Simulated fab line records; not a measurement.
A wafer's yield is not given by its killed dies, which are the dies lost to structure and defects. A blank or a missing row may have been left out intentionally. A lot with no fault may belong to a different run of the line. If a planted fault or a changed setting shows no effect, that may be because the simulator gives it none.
Which tool was responsible? / flow sfqLine / 13 lots with 39 wafers sampled at 3 steps, on a route of 325 steps

## WHAT THE GAUGES SHOWED, per wafer
SFQ_M7_OVL_MEAS_945.
lot=L810; measured=day 73 18:43; on=overlay-02; M7_OVL (nm)=1 6 -3
lot=L811; measured=day 73 21:08; on=overlay-01; M7_OVL (nm)=8 3 2
lot=L812; measured=day 74 03:14; on=overlay-01; M7_OVL (nm)=-3 -6 -3
lot=L813; measured=day 74 05:38; on=overlay-01; M7_OVL (nm)=4 3 3
lot=L814; measured=day 77 00:58; on=overlay-02; M7_OVL (nm)=-1 1 0
lot=L823; measured=day 81 07:43; on=overlay-02; M7_OVL (nm)=1 7 2
lot=L824; measured=day 81 12:31; on=overlay-02; M7_OVL (nm)=-1 -1 -1
lot=L825; measured=day 81 13:43; on=overlay-02; M7_OVL (nm)=6 5 -2
lot=L826; measured=day 81 16:08; on=overlay-02; M7_OVL (nm)=-5 1 -1
lot=L829; measured=day 82 05:14; on=overlay-02; M7_OVL (nm)=-1 1 5
lot=L831; measured=day 82 14:50; on=overlay-02; M7_OVL (nm)=-9 -4 -11
lot=L832; measured=day 82 17:14; on=overlay-01; M7_OVL (nm)=8 9 5
lot=L833; measured=day 82 18:27; on=overlay-01; M7_OVL (nm)=4 2 -3

## TOOL THAT RAN EACH LOT (tool first, then ch and the chambers of the sampled wafers, then the start)
lot=L810; SFQ_TRILAYER_M6_BARC_OPEN_METAL_ETCH_206=rieMetal-03 ch 0,1, day 68 10:36; SFQ_TRILAYER_M6_STRIP_STRIP_163=rieMetal-03 ch 0,1, day 68 10:47
lot=L811; SFQ_TRILAYER_M6_BARC_OPEN_METAL_ETCH_206=rieMetal-02 ch 0,1, day 68 13:01; SFQ_TRILAYER_M6_STRIP_STRIP_163=rieMetal-02 ch 0,1, day 68 13:23
lot=L812; SFQ_TRILAYER_M6_BARC_OPEN_METAL_ETCH_206=rieMetal-04 ch 0,1, day 68 15:25; SFQ_TRILAYER_M6_STRIP_STRIP_163=rieMetal-04 ch 0,1, day 68 15:47
lot=L813; SFQ_TRILAYER_M6_BARC_OPEN_METAL_ETCH_206=rieMetal-02 ch 0,1, day 68 16:45; SFQ_TRILAYER_M6_STRIP_STRIP_163=rieMetal-02 ch 0,1, day 68 17:07
lot=L814; SFQ_TRILAYER_M6_BARC_OPEN_METAL_ETCH_206=rieMetal-04 ch 0,1, day 71 22:05; SFQ_TRILAYER_M6_STRIP_STRIP_163=rieMetal-04 ch 0,1, day 71 22:16
lot=L823; SFQ_TRILAYER_M6_BARC_OPEN_METAL_ETCH_206=rieMetal-03 ch 0,1, day 76 07:17; SFQ_TRILAYER_M6_STRIP_STRIP_163=rieMetal-03 ch 0,1, day 76 07:28
lot=L824; SFQ_TRILAYER_M6_BARC_OPEN_METAL_ETCH_206=rieMetal-03 ch 0,1, day 76 09:41; SFQ_TRILAYER_M6_STRIP_STRIP_163=rieMetal-03 ch 0,1, day 76 09:52
lot=L825; SFQ_TRILAYER_M6_BARC_OPEN_METAL_ETCH_206=rieMetal-04 ch 0,1, day 76 11:41; SFQ_TRILAYER_M6_STRIP_STRIP_163=rieMetal-04 ch 0,1, day 76 11:52
lot=L826; SFQ_TRILAYER_M6_BARC_OPEN_METAL_ETCH_206=rieMetal-04 ch 0,1, day 76 15:08; SFQ_TRILAYER_M6_STRIP_STRIP_163=rieMetal-04 ch 0,1, day 76 15:30
lot=L829; SFQ_TRILAYER_M6_BARC_OPEN_METAL_ETCH_206=rieMetal-03 ch 0,1, day 77 12:04; SFQ_TRILAYER_M6_STRIP_STRIP_163=rieMetal-03 ch 0,1, day 77 12:15
lot=L831; SFQ_TRILAYER_M6_BARC_OPEN_METAL_ETCH_206=rieMetal-02 ch 0,1, day 77 21:58; SFQ_TRILAYER_M6_STRIP_STRIP_163=rieMetal-02 ch 0,1, day 77 22:10
lot=L832; SFQ_TRILAYER_M6_BARC_OPEN_METAL_ETCH_206=rieMetal-02 ch 0,1, day 78 02:29; SFQ_TRILAYER_M6_STRIP_STRIP_163=rieMetal-02 ch 0,1, day 78 02:51
lot=L833; SFQ_TRILAYER_M6_BARC_OPEN_METAL_ETCH_206=rieMetal-04 ch 0,1, day 78 04:44; SFQ_TRILAYER_M6_STRIP_STRIP_163=rieMetal-04 ch 0,1, day 78 05:07
- SFQ_TRILAYER_M6_BARC_OPEN_METAL_ETCH_206: etches BARC in O2, target depth 125 nm, time 41.7 s.
- SFQ_TRILAYER_M6_STRIP_STRIP_163: strips in O2.

## AS READ BY THE TOOLS THEMSELVES (means over the sampled wafers that have a number; for cases with no such wafer, the mark the record gives instead)
SFQ_TRILAYER_M6_BARC_OPEN_METAL_ETCH_206.
lot=L810; tool=rieMetal-03; drypumpMotorCurrentA (A)=6.3; oesProductAu (a.u.)=0.682
lot=L811; tool=rieMetal-02; drypumpMotorCurrentA (A)=5.8; oesProductAu (a.u.)=0.683
lot=L812; tool=rieMetal-04; drypumpMotorCurrentA (A)=5.1; oesProductAu (a.u.)=0.686
lot=L813; tool=rieMetal-02; drypumpMotorCurrentA (A)=5.5; oesProductAu (a.u.)=0.685
lot=L814; tool=rieMetal-04; drypumpMotorCurrentA (A)=5.1; oesProductAu (a.u.)=0.685
lot=L823; tool=rieMetal-03; drypumpMotorCurrentA (A)=6.3; oesProductAu (a.u.)=0.684
lot=L824; tool=rieMetal-03; drypumpMotorCurrentA (A)=6.4; oesProductAu (a.u.)=0.685
lot=L825; tool=rieMetal-04; drypumpMotorCurrentA (A)=5.5; oesProductAu (a.u.)=0.683
lot=L826; tool=rieMetal-04; drypumpMotorCurrentA (A)=5.5; oesProductAu (a.u.)=0.684
lot=L829; tool=rieMetal-03; drypumpMotorCurrentA (A)=6.3; oesProductAu (a.u.)=0.686
lot=L831; tool=rieMetal-02; drypumpMotorCurrentA (A)=5.8; oesProductAu (a.u.)=0.685
lot=L832; tool=rieMetal-02; drypumpMotorCurrentA (A)=5.5; oesProductAu (a.u.)=0.688
lot=L833; tool=rieMetal-04; drypumpMotorCurrentA (A)=5.1; oesProductAu (a.u.)=0.686

SFQ_TRILAYER_M6_STRIP_STRIP_163.
lot=L810; tool=rieMetal-03; drypumpMotorCurrentA (A)=6.3; oesProductAu (a.u.)=0.999
lot=L811; tool=rieMetal-02; drypumpMotorCurrentA (A)=5.8; oesProductAu (a.u.)=1.000
lot=L812; tool=rieMetal-04; drypumpMotorCurrentA (A)=5.1; oesProductAu (a.u.)=1.006
lot=L813; tool=rieMetal-02; drypumpMotorCurrentA (A)=5.5; oesProductAu (a.u.)=0.996
lot=L814; tool=rieMetal-04; drypumpMotorCurrentA (A)=5.1; oesProductAu (a.u.)=1.004
lot=L823; tool=rieMetal-03; drypumpMotorCurrentA (A)=6.3; oesProductAu (a.u.)=1.007
lot=L824; tool=rieMetal-03; drypumpMotorCurrentA (A)=6.5; oesProductAu (a.u.)=0.987
lot=L825; tool=rieMetal-04; drypumpMotorCurrentA (A)=5.5; oesProductAu (a.u.)=1.000
lot=L826; tool=rieMetal-04; drypumpMotorCurrentA (A)=5.4; oesProductAu (a.u.)=0.997
lot=L829; tool=rieMetal-03; drypumpMotorCurrentA (A)=6.3; oesProductAu (a.u.)=1.000
lot=L831; tool=rieMetal-02; drypumpMotorCurrentA (A)=5.8; oesProductAu (a.u.)=0.996
lot=L832; tool=rieMetal-02; drypumpMotorCurrentA (A)=5.5; oesProductAu (a.u.)=1.008
lot=L833; tool=rieMetal-04; drypumpMotorCurrentA (A)=5.1; oesProductAu (a.u.)=1.008

## THE ANSWER, worked out from the rows above alone
Rule: usual is defined by the lots themselves. Put in order of their means at a reading, lots are off if they are a third of the lots or fewer, leave a main group of 4 or more, and stand apart from it by a gap of 3 or more times the standard deviation of the main group's means; of several such gaps the widest counts. If all means in a main group match to the digits the tables above print for the reading, that group is not used. A lot without any number at a reading at which 4 lots or more have one is off too. Where the step has rows for the other lots, those lots are counted as sound. After the gauges, taken in route order, come the tools' own readings; for these a lot's mean is taken, as printed above. The first step at which some lot is off is used, and at that step the reading that is off furthest; a lot without a number counts as furthest.
No lot is off on any of the readings shown, so nothing can be concluded from this.

## WHAT THE SIMULATOR PUT IN
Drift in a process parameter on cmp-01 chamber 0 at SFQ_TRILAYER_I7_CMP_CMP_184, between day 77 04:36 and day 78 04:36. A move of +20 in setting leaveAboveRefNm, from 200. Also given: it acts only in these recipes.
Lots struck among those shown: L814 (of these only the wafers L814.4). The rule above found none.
